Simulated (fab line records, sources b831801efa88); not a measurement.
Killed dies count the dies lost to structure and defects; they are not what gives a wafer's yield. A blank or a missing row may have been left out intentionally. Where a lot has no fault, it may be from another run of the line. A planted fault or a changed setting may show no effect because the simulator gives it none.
Matching of chambers    flow sky130    4 sister chambers for SKY_LI_CONTACT_CMP_02 on cmp-02
The step polishes PSG. 8 wafers are shown with their chamber, then 10 later ones without.

== WAFERS, EACH WITH ITS CHAMBER ==
wafer   chamber  motorCurrentA (A)  timeToEndpointS (s)
L085.2  0        11.7               25.8
L085.4  2        14.1               29.2
L085.5  1        12.1               30.8
L087.2  2        13.4               29.6
L087.3  3        14.1               31.4
L087.6  0        11.3               28.1
L089.1  1        12.0               33.2
L089.5  3        13.4               33.9

== WAFERS MISSING THEIR CHAMBER ==
wafer   motorCurrentA (A)  timeToEndpointS (s)
L089.6  13.6               29.8
L093.1  13.0               30.0
L093.2  11.4               33.5
L093.4  11.8               33.1
L094.1  11.7               29.7
L094.4  11.5               31.0
L094.5  13.9               29.7
L096.2  11.4               33.2
L096.4  13.9               31.2
L096.5  13.3               30.6

== WHICH CHAMBER EACH ONE RAN IN ==
wafer    from the rows above            in truth
L089.6   can't be placed: 2 or 3        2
L093.1   can't be placed: 2 or 3 or 1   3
L093.2   1                              1
L093.4   1                              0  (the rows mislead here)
L094.1   can't be placed: 1 or 0        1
L094.4   can't be placed: 1 or 0        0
L094.5   can't be placed: 2 or 3        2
L096.2   1                              1
L096.4   can't be placed: 3 or 2        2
L096.5   can't be placed: 2 or 3 or 1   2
Correct placement for 2 of the 10. From these rows, 7 cannot be placed; in 7 the true chamber is one of the candidates. Number placed wrongly: 1.
How it was worked out, from the rows above alone: a wafer's distance from a chamber is the root of the sum, over the readings, of the square of ((its reading less the chamber's mean) divided by the reading's scatter). If the next closest chamber is less than 2 further off than the closest, the wafer can't be placed; otherwise it belongs to the closest. For every chamber, the mean is computed from those of its wafers that are shown. The scatter: the root of (the sum of the squares of (reading less its chamber's mean) over the shown wafers, divided by (wafers less chambers)).
